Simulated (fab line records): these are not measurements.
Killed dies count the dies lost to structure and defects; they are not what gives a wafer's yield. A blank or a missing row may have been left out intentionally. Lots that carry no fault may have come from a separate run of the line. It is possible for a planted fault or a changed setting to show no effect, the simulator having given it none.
A lot that was struck, set against a sound lot || flow gf180mcu || 23 out of 602 route steps
Sound: these wafers, L739.1, L739.3, L739.4. Struck: wafers L751.3, L751.5. (L751.1 of the same lot was not struck and is left out.) The cause comes at the end.
Order at every step that has rows: each side's tool, ch and its chambers, its first start. Under that, the readings that differ: sound wafers || struck wafers || difference of the means || sigmas: that difference in standard deviations of wafers without a fault.
alike: readings with means less than 2 such deviations apart, plus words and numbers identical on both sides. not compared: withheld readings, readings lacking a value on some wafer, bounds such as >300 that could conceal the same value, and numbers that have no deviation in the record and whose values overlap.
A row with sigmas, a row that says differs or no value, or rows on one side alone: a step with any of these is where the two part. Numbers that have no deviation but don't overlap get no sigmas and don't part them. A reading missing from all wafers of one side parts the sides only when that side holds two or more wafers.

first, 5 steps without rows for these wafers: GF_NWELL_COAT_02 (resist thk 3000 nm); GF_NWELL_SOFTBAKE_03; GF_NWELL_EXPOSE_04 (exposes mask Nwell, target cd 860 nm); GF_NWELL_PEB_05; GF_NWELL_DEVELOP_06 (develop time 60 s).
GF_NWELL_OVL_MEAS_07:
  struck on overlay-01, day 6 10:07; sound on overlay-01, day 3 18:04
  alike: NWELL_OVL
then, 2 steps without rows for these wafers: GF_NWELL_IMPLANT_08; GF_NWELL_IMPLANT_09.
GF_NWELL_STRIP_10: strips in O2/N2.
  sound on plasma_asher-03 ch 0,1, day 3 18:24; struck on plasma_asher-04 ch 1, day 6 10:27
{"reading": "heater_power_w (W)", "sound": "274 320 283", "struck": "367 368", "difference": "+75", "sigmas": "+3"}
{"reading": "strip_time_to_endpoint_s (s)", "sound": "37.15 37.17 37.13", "struck": "36.90 36.95", "difference": -0.23, "sigmas": -2}
  alike: chamber_pressure_mTorr, drypump_motor_current_A, oes_product_au, platen_temp_c
  not compared: rf_hours_counter_h
GF_NWELL_TW_MEAS_11:
  struck on film_metro-04, day 6 10:33; sound on film_metro-04, day 3 18:30
  alike: NWELL_TW
then, 2 steps without rows for these wafers: GF_LVPWELL_DEHYDRATE_00 (time 60 s); GF_LVPWELL_HMDS_01 (prime time 60 s).
GF_LVPWELL_COAT_02: resist thk 3000 nm.
  sound on litho_track-03 ch 0, day 4 00:34; struck on litho_track-03 ch 0, day 6 17:55
{"reading": "model.coat_of_LVPWELL_COAT_02.thk_nm (nm)", "sound": "2997 2997 3003", "struck": "1847 1841", "difference": -1155, "sigmas": ""}
then, 3 steps without rows for these wafers: GF_LVPWELL_SOFTBAKE_03; GF_LVPWELL_EXPOSE_04 (exposes mask LVPWELL, target cd 600 nm); GF_LVPWELL_PEB_05.
GF_LVPWELL_DEVELOP_06: develop time 60 s.
  sound: litho_track-03 ch 0; struck: litho_track-02 ch 0
{"reading": "model.coat_of_LVPWELL_COAT_02.thk_nm (nm)", "sound": "2996 2996 3002", "struck": "1846 1840", "difference": -1155, "sigmas": ""}
GF_LVPWELL_OVL_MEAS_07:
  struck on overlay-01, day 7 02:10; sound on overlay-02, day 4 06:55
{"reading": "LVPWELL_OVL (nm)", "sound": "4.3 0.9 1.7", "struck": "-0.7 -0.1", "difference": -2.7, "sigmas": -2}
then, 2 steps without rows for these wafers: GF_LVPWELL_IMPLANT_08; GF_LVPWELL_IMPLANT_09.
GF_LVPWELL_STRIP_10: strips in O2/N2.
  sound on plasma_asher-02 ch 0,1, day 4 07:14; struck on plasma_asher-04 ch 0, day 7 02:30
{"reading": "strip_time_to_endpoint_s (s)", "sound": "36.92 36.93 36.99", "struck": "23.61 23.52", "difference": -13.38, "sigmas": "-99 or more"}
  alike: chamber_pressure_mTorr, drypump_motor_current_A, heater_power_w, oes_product_au, platen_temp_c
  not compared: rf_hours_counter_h
GF_LVPWELL_TW_MEAS_11:
  struck on film_metro-01, day 7 02:36; sound on film_metro-03, day 4 07:20
{"reading": "LVPWELL_TW", "sound": "552 554 556", "struck": "574 572", "difference": "+19", "sigmas": "+3"}
-- the record jumps here: 26 days lie between the struck wafers' starts before and after (it left off in module LVPWELL and takes up again in module PASSIVATION, whose first step shown is number 602 of the route) --
GF_PASSIVATION_PROBE_99:
  struck on prober-02, day 32 22:26; sound on prober-02, day 29 12:49
{"reading": "model.etest.pwell_in_dnwell.line_ohm_um", "sound": "3928 3864 3823", "struck": "3962 4013", "difference": "+116", "sigmas": ""}
{"reading": "model.etest.ldnmos_10p0.r_on_ohm_um", "sound": "3741 3746 3717", "struck": "3826 3870", "difference": "+113", "sigmas": ""}
{"reading": "model.etest.nwell.width_nm (nm)", "sound": "852.7 853.4 849.7", "struck": "819.8 815.6", "difference": -34.2, "sigmas": ""}
{"reading": "model.etest.pwell_in_dnwell.width_nm (nm)", "sound": "608.5 608.3 605.1", "struck": "631.9 631.2", "difference": "+24.2", "sigmas": ""}
  not compared: model.etest.nwell.line_ohm_um

## WHERE THEY PART
Earliest at GF_NWELL_STRIP_10; latest, in this record, at GF_LVPWELL_TW_MEAS_11.

WHY: what had been put in by the simulator
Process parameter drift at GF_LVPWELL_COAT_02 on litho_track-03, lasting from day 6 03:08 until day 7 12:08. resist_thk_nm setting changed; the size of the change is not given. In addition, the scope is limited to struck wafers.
